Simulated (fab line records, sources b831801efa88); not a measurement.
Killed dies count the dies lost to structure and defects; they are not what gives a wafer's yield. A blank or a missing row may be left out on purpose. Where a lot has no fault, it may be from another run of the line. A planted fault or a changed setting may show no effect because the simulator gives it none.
Matching of chambers ; flow sky130 ; SKY_METAL4_ETCH_17 on rie diel-01: 4 sister chambers
The step etches SiO2 in C4F8/O2/Ar, stops on TiN, time 3.9 s, target depth 15 nm. 18 wafers are shown with their chamber, then 9 later ones without.

## WAFERS PAIRED WITH THEIR CHAMBERS
wafer;chamber;oes product au (a.u.)
L077.2;3;0.752
L077.3;2;0.744
L077.6;3;0.759
L080.3;3;0.748
L080.4;2;0.757
L080.5;0;0.749
L082.1;3;0.761
L082.4;3;0.751
L082.5;0;0.755
L084.1;0;0.755
L084.2;3;0.746
L084.5;0;0.743
L085.1;1;0.756
L085.4;2;0.766
L085.5;0;0.762
L086.2;2;0.752
L086.5;1;0.766
L086.6;2;0.760

SIGNATURES (means of the wafers above)
reading;chamber 0;chamber 1;chamber 2;chamber 3;scatter within a chamber
oes product au;0.75280;0.76100;0.75580;0.75283;0.00712
Rule: for a wafer and a chamber, the distance is found by dividing, reading by reading, the gap between the wafer's reading and the chamber's mean by the reading's scatter, squaring, summing and taking the root. If the next closest chamber is less than 2 further off than the closest, the wafer can't be placed; otherwise it belongs to the closest. How the scatter is found: for the shown wafers, subtract from each reading the mean of its chamber, square and add these, divide the total by (wafers less chambers), then take the root.

## WAFERS WHOSE CHAMBER IS MISSING
wafer;oes product au (a.u.)
L088.3;0.762
L088.4;0.763
L088.5;0.756
L093.1;0.745
L093.2;0.753
L093.4;0.756
L095.3;0.741
L095.4;0.752
L095.5;0.745

## WHICH CHAMBER EACH ONE RAN IN
wafer;from the rows above;in truth
L088.3;can't be placed: 1 or 2 or 3 or 0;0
L088.4;can't be placed: 1 or 2 or 3 or 0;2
L088.5;can't be placed: 2 or 3 or 0 or 1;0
L093.1;can't be placed: 0 or 3 or 2 or 1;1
L093.2;can't be placed: 3 or 0 or 2 or 1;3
L093.4;can't be placed: 2 or 3 or 0 or 1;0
L095.3;can't be placed: 0 or 3 or 2 or 1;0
L095.4;can't be placed: 0 or 3 or 2 or 1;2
L095.5;can't be placed: 0 or 3 or 2 or 1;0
Correct placement for 0 of the 9. Can't be placed from these rows: 9 (the true chamber is among the candidates in 9). Wrongly placed: 0.
